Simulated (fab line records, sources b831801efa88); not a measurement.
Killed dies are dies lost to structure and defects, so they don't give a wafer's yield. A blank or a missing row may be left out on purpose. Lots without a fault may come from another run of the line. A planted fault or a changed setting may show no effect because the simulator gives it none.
Which tool did it? | flow gf180mcu | 15 lots, 45 wafers sampled, at 6 steps of a route of 602

WHAT THE GAUGES READ, wafer by wafer
GF_STI_THK_MEAS_24.
lot  | measured    | on            | STI_CVD_23_THK (nm)
L953 | day 2 03:29 | film_metro-01 | 647 650 644
L954 | day 2 08:26 | film_metro-04 | 637 630 643
L955 | day 2 13:25 | film_metro-04 | 643 639 646
L956 | day 2 19:26 | film_metro-04 | 641 657 639
L957 | day 2 23:47 | film_metro-03 | 634 656 644
L958 | day 3 05:03 | film_metro-03 | 650 651 654
L959 | day 3 10:02 | film_metro-03 | 653 653 653
L960 | day 3 15:20 | film_metro-03 | 649 645 652
L962 | day 4 01:58 | film_metro-01 | 647 650 651
L963 | day 4 07:11 | film_metro-01 | 647 656 649
L966 | day 4 23:44 | film_metro-01 | 660 656 645
L967 | day 5 05:01 | film_metro-04 | 644 652 631
L968 | day 5 09:27 | film_metro-04 | 631 644 637
L972 | day 6 04:32 | film_metro-03 | 635 660 648
L975 | day 6 22:34 | film_metro-04 | 655 651 648

GF_MVSD_OVL_MEAS_07.
lot  | measured    | on         | MVSD_OVL (nm)
L953 | day 4 10:13 | overlay-01 | -0.5 1.3 1.6
L954 | day 4 16:25 | overlay-01 | 0.1 0.4 -0.8
L955 | day 4 21:25 | overlay-02 | -0.9 -1.4 -1.0
L956 | day 5 05:02 | overlay-02 | 1.8 2.8 3.0
L957 | day 5 08:49 | overlay-02 | 1.6 0.9 2.0
L958 | day 5 14:39 | overlay-02 | 1.9 -0.7 1.0
L959 | day 5 20:53 | overlay-02 | 0.3 -0.5 -1.4
L960 | day 6 01:04 | overlay-02 | 1.2 -1.0 -0.8
L962 | day 6 13:22 | overlay-02 | 0.9 0.0 -0.3
L963 | day 6 18:46 | overlay-01 | - - -
L966 | day 7 19:22 | overlay-02 | - - -
L967 | day 7 20:58 | overlay-01 | - - -
L968 | day 8 01:23 | overlay-02 | 1.5 2.9 2.6
L972 | day 8 23:20 | overlay-02 | -0.4 0.4 -0.2
L975 | day 9 19:14 | overlay-02 | 0.8 1.7 1.5

GF_MVSD_TW_MEAS_11.
lot  | measured    | on            | MVSD_TW
L953 | day 4 10:40 | film_metro-04 | 1584 1586 1593
L954 | day 4 16:51 | film_metro-02 | 1568 1578 1574
L955 | day 4 21:50 | film_metro-04 | 1579 1588 1587
L956 | day 5 05:28 | film_metro-03 | 1582 1581 1570
L957 | day 5 09:14 | film_metro-04 | 1592 1597 1589
L958 | day 5 15:05 | film_metro-04 | 1609 1601 1605
L959 | day 5 21:19 | film_metro-02 | 1575 1578 1572
L960 | day 6 01:29 | film_metro-03 | 1587 1598 1588
L962 | day 6 13:49 | film_metro-02 | 1577 1577 1579
L963 | day 6 19:11 | film_metro-04 | 1527 1527 1528
L966 | day 7 19:47 | film_metro-02 | 1485 1486 1486
L967 | day 7 21:26 | film_metro-03 | 1509 1512 1509
L968 | day 8 01:49 | film_metro-03 | 1586 1588 1588
L972 | day 8 23:47 | film_metro-02 | 1584 1579 1571
L975 | day 9 19:40 | film_metro-04 | 1597 1589 1597

GF_VT_IMPLANT_TW_MEAS_32.
lot  | measured     | on            | VT_IMPLANT_3_TW
L953 | day 6 20:59  | film_metro-03 | 269.8 270.5 270.5
L954 | day 7 02:52  | film_metro-01 | 266.7 266.8 267.4
L955 | day 7 08:55  | film_metro-03 | 268.2 269.0 269.6
L956 | day 7 21:07  | film_metro-03 | 268.3 269.7 270.2
L957 | day 7 22:34  | film_metro-01 | 267.5 267.1 267.1
L958 | day 8 03:50  | film_metro-01 | 267.8 270.3 268.1
L959 | day 8 11:25  | film_metro-03 | 268.4 269.2 267.2
L960 | day 8 16:01  | film_metro-02 | 269.0 268.0 267.6
L962 | day 9 06:20  | film_metro-02 | 265.4 264.2 264.4
L963 | day 9 13:03  | film_metro-01 | 269.0 267.8 268.6
L966 | day 10 15:30 | film_metro-03 | 269.5 269.6 268.6
L967 | day 10 18:25 | film_metro-01 | 267.9 267.2 268.1
L968 | day 10 23:51 | film_metro-02 | 266.3 267.0 267.5
L972 | day 12 00:10 | film_metro-01 | 268.1 266.8 268.3
L975 | day 12 23:36 | film_metro-01 | 268.8 267.3 266.2

WHICH TOOL RAN EACH LOT (tool, then ch and the chambers of the sampled wafers, then the start)
lot  | GF_LVPWELL_STRIP_10                 | GF_MVSD_DEVELOP_06
L953 | plasma_asher-03 ch 0,1, day 3 21:01 | litho_track-04 ch 0, day 4 10:00
L954 | plasma_asher-04 ch 0, day 4 02:31   | litho_track-02 ch 0, day 4 16:00
L955 | plasma_asher-02 ch 0, day 4 07:37   | litho_track-02 ch 0, day 4 21:00
L956 | plasma_asher-03 ch 0,1, day 4 14:55 | litho_track-03 ch 0, day 5 04:00
L957 | plasma_asher-04 ch 0,1, day 4 19:10 | litho_track-02 ch 0, day 5 08:00
L958 | plasma_asher-02 ch 0,1, day 5 00:29 | litho_track-03 ch 0, day 5 14:00
L959 | plasma_asher-03 ch 0,1, day 5 06:32 | litho_track-03 ch 0, day 5 20:00
L960 | plasma_asher-04 ch 0,1, day 5 11:28 | litho_track-02 ch 0, day 6 00:00
L962 | plasma_asher-03 ch 0,1, day 5 22:55 | litho_track-02 ch 0, day 6 13:00
L963 | plasma_asher-02 ch 0,1, day 6 03:40 | litho_track-02 ch 0, day 6 18:00
L966 | plasma_asher-04 ch 0,1, day 7 03:50 | litho_track-02 ch 0, day 7 19:00
L967 | plasma_asher-03 ch 0,1, day 7 05:31 | litho_track-02 ch 0, day 7 20:00
L968 | plasma_asher-03 ch 0,1, day 7 09:19 | litho_track-03 ch 0, day 8 01:00
L972 | plasma_asher-04 ch 0,1, day 8 07:08 | litho_track-03 ch 0, day 8 23:00
L975 | plasma_asher-04 ch 1, day 9 02:19   | litho_track-03 ch 0, day 9 19:00
- GF_LVPWELL_STRIP_10: strips in O2/N2.
- GF_MVSD_DEVELOP_06: develop time 60 s.

WHAT THE TOOLS THEMSELVES READ (means of the sampled wafers that have a number; where no wafer has one, the mark that the record gives instead)
GF_LVPWELL_STRIP_10.
lot  | tool            | drypump_motor_current_A (A) | heater_power_w (W) | oes_product_au (a.u.) | strip_time_to_endpoint_s (s)
L953 | plasma_asher-03 | 5.7                         | 331                | 0.721                 | 36.89
L954 | plasma_asher-04 | 5.5                         | 318                | 0.723                 | 36.89
L955 | plasma_asher-02 | 5.4                         | 314                | 0.718                 | 36.85
L956 | plasma_asher-03 | 5.9                         | 325                | 0.719                 | 37.05
L957 | plasma_asher-04 | 5.0                         | 315                | 0.721                 | 36.73
L958 | plasma_asher-02 | 5.6                         | 311                | 0.723                 | 36.91
L959 | plasma_asher-03 | 5.7                         | 339                | 0.719                 | 36.91
L960 | plasma_asher-04 | 5.3                         | 318                | 0.721                 | 36.84
L962 | plasma_asher-03 | 5.6                         | 332                | 0.724                 | 36.87
L963 | plasma_asher-02 | 5.6                         | 316                | 0.726                 | 36.94
L966 | plasma_asher-04 | 5.3                         | 317                | 0.722                 | 36.86
L967 | plasma_asher-03 | 5.7                         | 330                | 0.726                 | 36.94
L968 | plasma_asher-03 | 5.7                         | 336                | 0.726                 | 36.97
L972 | plasma_asher-04 | 5.3                         | 322                | 0.722                 | 36.85
L975 | plasma_asher-04 | 4.8                         | 306                | 0.725                 | 36.92

GF_MVSD_DEVELOP_06.
lot  | tool           | resist_line_temp_C (C)
L953 | litho_track-04 | 22.88
L954 | litho_track-02 | 22.97
L955 | litho_track-02 | 23.03
L956 | litho_track-03 | 22.82
L957 | litho_track-02 | 22.73
L958 | litho_track-03 | 23.08
L959 | litho_track-03 | 23.02
L960 | litho_track-02 | 23.00
L962 | litho_track-02 | 23.08
L963 | litho_track-02 | 23.08
L966 | litho_track-02 | 22.93
L967 | litho_track-02 | 23.10
L968 | litho_track-03 | 22.93
L972 | litho_track-03 | 22.97
L975 | litho_track-03 | 22.91

THE ANSWER, worked out from the rows above alone
Rule: what is usual is taken from the lots themselves. Put in order of their means at a reading, lots are off if they are a third of the lots or fewer, leave a main group of 4 or more, and stand apart from it by a gap of 3 or more times the standard deviation of the main group's means; of several such gaps the widest counts. A main group whose means are all the same, to the digits that the tables above print for the reading, isn't used. A lot without any number at a reading at which 4 lots or more have one is off too. The other lots that the step has rows for count as sound. The gauges are gone through in route order, then the tools' own readings, and for those a lot's mean is taken as printed above. The first step at which some lot is off is used, and at that step the reading that is off furthest; a lot without a number counts as furthest.
Off: L963, L966, L967, at GF_MVSD_OVL_MEAS_07 (MVSD_OVL). Without a number there: L963, L966, L967. The main group: mean 0.6 nm, standard deviation 1.1.
A tool fits if, at a process step before that reading, it ran every lot that is off, and no sound lot after the first of them. The gauges at GF_MVSD_OVL_MEAS_07 aren't tried: what is off there is off at GF_MVSD_TW_MEAS_11 too, on other tools, and a gauge's error can't cause that. One fits: litho_track-02 at GF_MVSD_DEVELOP_06. Its last sound lot is L962 (day 6 13:00), its first lot that is off L963 (day 6 18:00): a fault that began between those two fits.

WHAT THE SIMULATOR HAD PUT IN
Process parameter drift: litho_track-02, from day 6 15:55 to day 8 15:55, at GF_MVSD_DEVELOP_06. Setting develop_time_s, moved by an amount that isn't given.
Lots struck among those shown: L963, L966, L967. The rule above found the same.
